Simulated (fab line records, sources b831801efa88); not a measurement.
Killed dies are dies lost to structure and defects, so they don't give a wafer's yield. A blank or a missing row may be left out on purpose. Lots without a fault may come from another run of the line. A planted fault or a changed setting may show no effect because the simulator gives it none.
Chamber matching | flow sky130 | SKY_CONTACT_CMP_04 on cmp-02: 4 sister chambers
The step polishes SiO2. 4 wafers are shown with their chamber, then 6 later ones without.

WAFERS WITH THEIR CHAMBER
wafer  | chamber | motor_current_A (A)
L742.4 | 1       | 10.5
L747.2 | 0       | 11.4
L747.5 | 3       | 11.3
L747.6 | 2       | 12.2

WAFERS WITHOUT THEIR CHAMBER
wafer  | motor_current_A (A)
L748.3 | 10.6
L748.4 | 11.5
L748.6 | 11.4
L746.3 | 12.0
L746.4 | 10.7
L746.5 | 10.3

WHICH CHAMBER EACH WENT THROUGH
wafer  | from the rows above     | in truth
L748.3 | 1                       | 1
L748.4 | can't be placed: 0 or 3 | 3
L748.6 | can't be placed: 0 or 3 | 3
L746.3 | 2                       | 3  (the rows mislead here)
L746.4 | 1                       | 1
L746.5 | 1                       | 1
Placed correctly: 3 of 6. Can't be placed from these rows: 2 (the true chamber is among the candidates in 2). Placed wrongly: 1.
How it was worked out, from the rows above alone: a wafer's distance from a chamber is the root of the sum, over the readings, of the square of ((its reading less the chamber's mean) divided by the reading's scatter). The wafer belongs to the nearest chamber; if the next one is less than 2 further off, it can't be placed. A chamber's mean is the mean of its shown wafers. The scatter: with one shown wafer a chamber, the root of the mean of the squares of how far each hidden wafer lies from its nearest shown one.
